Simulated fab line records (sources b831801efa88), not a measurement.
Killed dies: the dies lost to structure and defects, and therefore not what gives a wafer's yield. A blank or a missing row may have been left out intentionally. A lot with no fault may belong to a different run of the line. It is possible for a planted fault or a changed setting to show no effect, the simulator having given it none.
Problem report in the 8D (eight disciplines) form, filled by code / flow sky130 / the parts of the form that need people (team, actions taken, sign-off) are left out

== 1. PROBLEM STATEMENT ==
Mean of killed_at_M0_to_M3 at SKY_PAD_OPEN_PROBE_99: 242 across 3 wafers in 2 lots; on wafers with no fault it is 43 (standard deviation 6.4). That is +31 standard deviations from the usual mean.
Earliest sighting: wafer L798.3 on prober-01 at day 48 16:54. Wafers with a number at this step in the record: 39, from 13 lots. Rule for "out" (also "out of limits"): further than 4 standard deviations from the usual mean. All remaining wafers that have a number are taken as sound.

== 2. WHAT IT IS, WHAT IT ISN'T ==
question=which readings at this step | is=killed_at_M0_to_M3, defectLimitedYield, killedDies, killedOnRim, sort_bin_3_pad_short, sort_bin_5_function, sort_bin_6_memory, sortNPass, sortYieldPct | is not=killed_at_M4_up, killedAtContacts, killedAtOther
question=which lots | is=L798, L799 | is not=L786, L787, L788, L789, L792, L793, L794, L795, L797, L803, L809
question=which wafers of those lots | is=L798.3, L798.5, L799.3 | is not=L798.2, L799.1, L799.2
question=read on which tools | is=prober-01, prober-02 | is not=-
question=when | is=from day 48 16:54 | is not=up to then (28 sound wafers); but 8 sound wafers of L799, L803, L809 came after

== 3. WHAT RULES OUT EACH SUSPECT ==
Counting: if a tool at a process step up to the reading ran every lot that is out, it stays a suspect. Sound lots after the first of them don't rule it out here, since some wafers of a struck lot are sound.
- cmp-02 at SKY_VIA2_CMP_02 (polishes SiO2): kept. Ran every lot that is out, first one L798 (day 38 21:00); last sound lot up to then L794 (day 38 15:02).
- Within cmp-02 at SKY_VIA2_CMP_02: the wafers that are out ran in chamber 0; their sound lot-mates ran in chambers 2, 3.
The count leaves cmp-02 at SKY_VIA2_CMP_02.

== 4. THE CAUSE (what the simulator had put in) ==
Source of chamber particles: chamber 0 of cmp-02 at SKY_VIA2_CMP_02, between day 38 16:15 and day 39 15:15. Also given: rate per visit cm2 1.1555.
This tool alone remained once counting was done.

== 5. SEQUENCE OF EFFECTS, ordered by route ==
Each row: a reading whose mean over the struck wafers that have a number lies more than 3 standard deviations from the usual. Only readings for which the record gives a usual standard deviation are gone through. hours: the time from each lot's start at the first step in this table that gives one to its start at this step, as a median over the lots. sigmas: the change in usual standard deviations.
hours=0; step=SKY_PAD_OPEN_PROBE_99; reading=defectLimitedYield; usual=82.5 %; on struck wafers=44.0; change=-38.5; sigmas=-20
hours=0; step=SKY_PAD_OPEN_PROBE_99; reading=killed_at_M0_to_M3; usual=43; on struck wafers=242; change=+199; sigmas=+31
hours=0; step=SKY_PAD_OPEN_PROBE_99; reading=killedDies; usual=86; on struck wafers=275; change=+189; sigmas=+20
hours=0; step=SKY_PAD_OPEN_PROBE_99; reading=killedOnRim; usual=17; on struck wafers=56; change=+39; sigmas=+11
hours=0; step=SKY_PAD_OPEN_PROBE_99; reading=sort_bin_3_pad_short; usual=0.9 %; on struck wafers=4.4; change=+3.5; sigmas=+8.4
hours=0; step=SKY_PAD_OPEN_PROBE_99; reading=sort_bin_5_function; usual=10.3 %; on struck wafers=35.8; change=+25.5; sigmas=+17
hours=0; step=SKY_PAD_OPEN_PROBE_99; reading=sort_bin_6_memory; usual=6.3 %; on struck wafers=15.7; change=+9.4; sigmas=+8.6
hours=0; step=SKY_PAD_OPEN_PROBE_99; reading=sortNPass; usual=406; on struck wafers=217; change=-189; sigmas=-20
hours=0; step=SKY_PAD_OPEN_PROBE_99; reading=sortYieldPct; usual=82.5 %; on struck wafers=44.0; change=-38.5; sigmas=-20
It contains these process steps:
- SKY_PAD_OPEN_PROBE_99

== 6. HOW IT WOULD HAVE BEEN CAUGHT EARLIER ==
In this record no reading fell out of limits until day 48 16:54, 241 hours after the fault had begun at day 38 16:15.
No tool reading at SKY_VIA2_CMP_02 that has a usual standard deviation in the record was out on any struck wafer, so an alarm limit of 4 standard deviations on those readings would not have fired.
Lots out: 2; all had begun SKY_VIA2_CMP_02 on cmp-02 by day 48 16:54. None of them would have been spared by holding the tool at that moment.
